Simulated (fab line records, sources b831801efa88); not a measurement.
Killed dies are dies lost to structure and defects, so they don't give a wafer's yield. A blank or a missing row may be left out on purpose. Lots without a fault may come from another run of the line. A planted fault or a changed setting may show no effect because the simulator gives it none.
fab line records | flow gf180mcu
record lots=14 wafers=42 last_day=34
route steps=602 shown HV_LDD@196
lots that met no fault: from a run of the same line without faults
start_h: hours from the record's first day to the start of the lot's first wafer shown | wait_h: hours since the lot's step before | " the same as in the row above | L1.1+2: a row that stands for several wafers | - no value, or no start given | * or withheld: withheld | < > ~ a bound
route shown NAME@n: a module of which the file shows steps, and the number in the route of the first | usual: mean/standard deviation of fault-free wafers | same: alike in all rows | chamber/n: place in a boat | sites: the reading at each site | _std_site: their standard deviation | _edge_site: outer sites' mean less inner sites' | radius_mm: how far each site lies from the wafer's centre | mask NAME#n: copy n | behind: the tool/chamber that last shaped the wafer | hold: why the lot was held/for how many hours/how that ended | device: the transistor (n, p or np) that didn't switch | end of line: the same wafers' tests at the end of the route | a step without rows: its recipe alone | killed: dies lost to structure and defects at the first sort, not the wafer's yield | map: a wafer's dies, x killed, . not, _ none there
set.NAME: the setting as run; set.NAME@STEP: as run at that earlier step | model.NAME: the simulator's own value behind a step, which no gauge read
steps of the route over a sample of lots; a table a step, a row a wafer
services: from which hour (start_h, from the record's first day; less than 0 if before it) a tool's chamber was out of use, for how many hours, and why
## steps
# step GF_HV_LDD_OVL_MEAS_20
# usual HV_LDD_01_OVL=0.4/1.6
# columns lot.wafer tool chamber start_h wait_h HV_LDD_01_OVL[nm]
L219.3 overlay-02 - 231.03 0.1 -1.7
L219.5 " - " " -3.1
L219.6 " - " " -0.9
L220.3 overlay-01 - 241.13 0.1 -1.1
L220.5 " - " " -0.6
L220.6 " - " " -0.3
L221.2 overlay-01 - 251.03 0.1 2.6
L221.4 " - " " -0.3
L221.6 " - " " 0.2
L222.1 overlay-01 - 254.02 0.1 0.5
L222.4 " - " " 0.4
L222.6 " - " " -1.2
L224.1 overlay-02 - 271.72 0.1 0.2
L224.2 " - " " -1.1
L224.4 " - " " 2.0
L225.1 overlay-01 - 282.76 0.1 -0.2
L225.3 " - " " 2.8
L225.6 " - " " 1.7
L226.1 overlay-02 - 283.36 0.1 -0.9
L226.2 " - " " -1.6
L226.6 " - " " 0.1
L228.2 overlay-01 - 302.73 0.1 1.3
L228.5 " - " " -1.6
L228.6 " - " " -0.3
L229.1 overlay-02 - 307.71 0.1 1.3
L229.3 " - " " -0.9
L229.6 " - " " 0.6
L230.1 overlay-02 - 316.91 0.1 -0.5
L230.3 " - " " -1.4
L230.4 " - " " -0.2
L231.2 overlay-01 - 327.72 0.1 0.1
L231.4 " - " " 0.8
L231.5 " - " " 2.0
L238.2 overlay-01 - 376.63 0.1 3.8
L238.3 " - " " 2.5
L238.6 " - " " 2.8
L239.1 overlay-02 - 389.22 0.1 1.3
L239.4 " - " " 1.6
L239.6 " - " " 2.3
L240.2 overlay-01 - 395.62 0.1 -1.7
L240.4 " - " " -0.6
L240.6 " - " " 0.0
# step GF_HV_LDD_EXPOSE_28
# recipe mask_id=Nplus_HV_AREA target_cd_nm=400 na=0.6 source_shape=conventional sigma_outer=0.6 dose_mj=140
# usual exposure_dose_mJ_cm2=140.03/0.13
# columns lot.wafer tool chamber start_h wait_h mask exposure_dose_mJ_cm2
L219.3 iline_stepper-01 0 240.03 - Nplus_HV_AREA#0 139.90
L219.5 " 0 " " Nplus_HV_AREA#0 139.94
L219.6 " 0 " " Nplus_HV_AREA#0 139.82
L220.3 iline_stepper-02 0 251.06 - Nplus_HV_AREA#0 140.08
L220.5 " 0 " " Nplus_HV_AREA#0 140.01
L220.6 " 0 " " Nplus_HV_AREA#0 140.22
L221.2 iline_stepper-01 0 260.94 - Nplus_HV_AREA#0 140.35
L221.4 " 0 " " Nplus_HV_AREA#0 140.23
L221.6 " 0 " " Nplus_HV_AREA#0 140.06
L222.1 iline_stepper-01 0 264.20 - Nplus_HV_AREA#0 140.10
L222.4 " 0 " " Nplus_HV_AREA#0 139.88
L222.6 " 0 " " Nplus_HV_AREA#0 139.80
L224.1 iline_stepper-02 0 282.12 - Nplus_HV_AREA#0 140.03
L224.2 " 0 " " Nplus_HV_AREA#0 140.11
L224.4 " 0 " " Nplus_HV_AREA#0 140.01
L225.1 iline_stepper-01 0 293.08 - Nplus_HV_AREA#0 140.16
L225.3 " 0 " " Nplus_HV_AREA#0 140.13
L225.6 " 0 " " Nplus_HV_AREA#0 139.97
L226.1 iline_stepper-02 0 293.98 - Nplus_HV_AREA#0 140.18
L226.2 " 0 " " Nplus_HV_AREA#0 140.07
L226.6 " 0 " " Nplus_HV_AREA#0 140.33
L228.2 iline_stepper-02 0 313.55 - Nplus_HV_AREA#0 140.01
L228.5 " 0 " " Nplus_HV_AREA#0 139.96
L228.6 " 0 " " Nplus_HV_AREA#0 139.85
L229.1 iline_stepper-01 0 318.42 - Nplus_HV_AREA#0 139.94
L229.3 " 0 " " Nplus_HV_AREA#0 139.98
L229.6 " 0 " " Nplus_HV_AREA#0 140.07
L230.1 iline_stepper-01 0 326.99 - Nplus_HV_AREA#0 139.97
L230.3 " 0 " " Nplus_HV_AREA#0 140.07
L230.4 " 0 " " Nplus_HV_AREA#0 140.15
L231.2 iline_stepper-01 0 338.62 - Nplus_HV_AREA#0 140.09
L231.4 " 0 " " Nplus_HV_AREA#0 140.06
L231.5 " 0 " " Nplus_HV_AREA#0 140.13
L238.2 iline_stepper-02 0 388.63 - Nplus_HV_AREA#0 136.78
L238.3 " 0 " " Nplus_HV_AREA#0 136.72
L238.6 " 0 " " Nplus_HV_AREA#0 136.71
L239.1 iline_stepper-02 0 401.25 - Nplus_HV_AREA#0 136.78
L239.4 " 0 " " Nplus_HV_AREA#0 137.06
L239.6 " 0 " " Nplus_HV_AREA#0 136.94
L240.2 iline_stepper-02 0 406.96 - Nplus_HV_AREA#0 136.73
L240.4 " 0 " " Nplus_HV_AREA#0 136.61
L240.6 " 0 " " Nplus_HV_AREA#0 136.85
# step GF_HV_LDD_CD_MEAS_31
# recipe target_cd_nm=400
# usual cd_nm=400.8/1.9
# columns lot.wafer tool chamber start_h wait_h cd_nm
L219.3 cd_sem-02 - 248.53 0.1 401.3
L219.5 " - " " 402.0
L219.6 " - " " 400.8
L220.3 cd_sem-02 - 260.34 0.1 401.7
L220.5 " - " " 401.6
L220.6 " - " " 403.0
L221.2 cd_sem-02 - 270.22 0.1 401.6
L221.4 " - " " 401.5
L221.6 " - " " 402.0
L222.1 cd_sem-01 - 273.45 0.1 401.2
L222.4 " - " " 399.3
L222.6 " - " " 400.8
L224.1 cd_sem-02 - 292.10 0.1 403.0
L224.2 " - " " 403.6
L224.4 " - " " 401.9
L225.1 cd_sem-02 - 302.99 0.1 402.3
L225.3 " - " " 402.8
L225.6 " - " " 400.2
L226.1 cd_sem-02 - 303.50 0.1 401.5
L226.2 " - " " 403.6
L226.6 " - " " 401.6
L228.2 cd_sem-01 - 324.22 0.1 403.2
L228.5 " - " " 403.1
L228.6 " - " " 401.1
L229.1 cd_sem-01 - 328.80 0.1 398.7
L229.3 " - " " 398.7
L229.6 " - " " 400.1
L230.1 cd_sem-02 - 337.15 0.1 403.3
L230.3 " - " " 401.9
L230.4 " - " " 399.2
L231.2 cd_sem-01 - 349.07 0.1 398.6
L231.4 " - " " 400.1
L231.5 " - " " 398.2
L238.2 cd_sem-02 - 400.27 0.1 393.9
L238.3 " - " " 396.4
L238.6 " - " " 395.1
L239.1 cd_sem-02 - 413.09 0.1 392.0
L239.4 " - " " 393.7
L239.6 " - " " 391.5
L240.2 cd_sem-02 - 418.76 0.1 393.2
L240.4 " - " " 390.3
L240.6 " - " " 393.1
# step GF_HV_LDD_CD_MEAS_46
# recipe target_cd_nm=400
# usual cd_nm=400.8/2.2
# columns lot.wafer tool chamber start_h wait_h cd_nm
L219.3 cd_sem-02 - 268.44 0.1 402.8
L219.5 " - " " 403.2
L219.6 " - " " 402.7
L220.3 cd_sem-02 - 280.23 0.1 404.5
L220.5 " - " " 402.2
L220.6 " - " " 403.2
L221.2 cd_sem-01 - 290.81 0.1 398.5
L221.4 " - " " 399.8
L221.6 " - " " 401.1
L222.1 cd_sem-02 - 294.35 0.1 404.4
L222.4 " - " " 402.2
L222.6 " - " " 404.2
L224.1 cd_sem-01 - 313.14 0.1 400.3
L224.2 " - " " 401.2
L224.4 " - " " 400.7
L225.1 cd_sem-01 - 324.70 0.1 401.0
L225.3 " - " " 402.1
L225.6 " - " " 403.3
L226.1 cd_sem-02 - 326.39 0.1 404.6
L226.2 " - " " 402.7
L226.6 " - " " 404.2
L228.2 cd_sem-02 - 346.02 0.1 400.5
L228.5 " - " " 400.6
L228.6 " - " " 399.3
L229.1 cd_sem-02 - 351.49 0.1 400.8
L229.3 " - " " 399.2
L229.6 " - " " 400.3
L230.1 cd_sem-02 - 359.29 0.1 399.4
L230.3 " - " " 397.1
L230.4 " - " " 396.8
L231.2 cd_sem-01 - 371.57 0.1 400.9
L231.4 " - " " 399.7
L231.5 " - " " 400.4
L238.2 cd_sem-02 - 425.17 0.1 398.6
L238.3 " - " " 399.2
L238.6 " - " " 398.1
L239.1 cd_sem-01 - 437.90 0.1 401.8
L239.4 " - " " 400.0
L239.6 " - " " 401.2
L240.2 cd_sem-02 - 443.71 0.1 397.7
L240.4 " - " " 400.1
L240.6 " - " " 398.1
# step GF_HV_LDD_THK_MEAS_55
# recipe reads=SiO2_of_HV_LDD_CVD_54
# usual HV_LDD_CVD_54_THK=10.05/0.13
# columns lot.wafer tool chamber start_h wait_h HV_LDD_CVD_54_THK[nm]
L219.3 film_metro-02 - 270.20 0.0 10.00
L219.5 " - " " 10.01
L219.6 " - " " 9.98
L220.3 film_metro-01 - 281.94 0.0 10.20
L220.5 " - " " 10.27
L220.6 " - " " 10.08
L221.2 film_metro-03 - 292.53 0.0 9.98
L221.4 " - " " 10.10
L221.6 " - " " 10.02
L222.1 film_metro-02 - 296.07 0.0 10.11
L222.4 " - " " 10.10
L222.6 " - " " 10.08
L224.1 film_metro-01 - 314.93 0.0 10.32
L224.2 " - " " 10.49
L224.4 " - " " 10.46
L225.1 film_metro-02 - 326.42 0.0 9.81
L225.3 " - " " 9.97
L225.6 " - " " 9.86
L226.1 film_metro-03 - 328.93 0.0 9.92
L226.2 " - " " 9.98
L226.6 " - " " 9.92
L228.2 film_metro-02 - 347.73 0.0 9.85
L228.5 " - " " 9.82
L228.6 " - " " 9.83
L229.1 film_metro-03 - 353.78 0.0 10.02
L229.3 " - " " 9.88
L229.6 " - " " 9.98
L230.1 film_metro-01 - 361.73 0.0 10.05
L230.3 " - " " 9.91
L230.4 " - " " 9.95
L231.2 film_metro-02 - 373.34 0.0 10.05
L231.4 " - " " 10.20
L231.5 " - " " 10.07
L238.2 film_metro-01 - 426.88 0.0 10.04
L238.3 " - " " 9.94
L238.6 " - " " 9.94
L239.1 film_metro-01 - 439.62 0.0 10.13
L239.4 " - " " 10.14
L239.6 " - " " 10.15
L240.2 film_metro-03 - 445.43 0.0 9.98
L240.4 " - " " 10.03
L240.6 " - " " 9.94
## services
# columns tool chamber start_h hours kind
iline_stepper-01 - 305.28 9.0 repair
iline_stepper-02 - 340.96 2.1 pm
iline_stepper-02 - 343.04 - consumable_replace:lamp
iline_stepper-01 - 343.08 1.7 pm
iline_stepper-02 0 356.59 - calibration
iline_stepper-02 - 395.43 1.7 pm
## key
first_sign step=GF_HV_LDD_EXPOSE_28 reading=exposure_dose_mJ_cm2 direction=down sigmas=25 usual=140.03 struck=136.80
effect step=GF_HV_LDD_CD_MEAS_31 reading=cd_nm direction=down sigmas=4 usual=400.8 struck=393.2
met_at GF_HV_LDD_EXPOSE_28
struck_lots L238,L239,L240
tester_left_out L238,L239,L240
not_acting_at GF_HV_LDD_OVL_MEAS_20,GF_HV_LDD_CD_MEAS_46,GF_HV_LDD_THK_MEAS_55
onset_between 313.55 388.63
fault kind=process_parameter_drift tool=iline_stepper-02 chamber=- onset_h=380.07 steps=GF_HV_LDD_EXPOSE_28 channel=dose_mj offset=-3.292 shape=step acts_in=these_recipes_only stated=140
# tester_left_out: of these lots the tester's yield and bins aren't shown, on N5 and GAA mostly nor the transistor test; their killed dies are dies lost to structure and defects alone, not to doping, threshold or leakage, so they don't give the yield
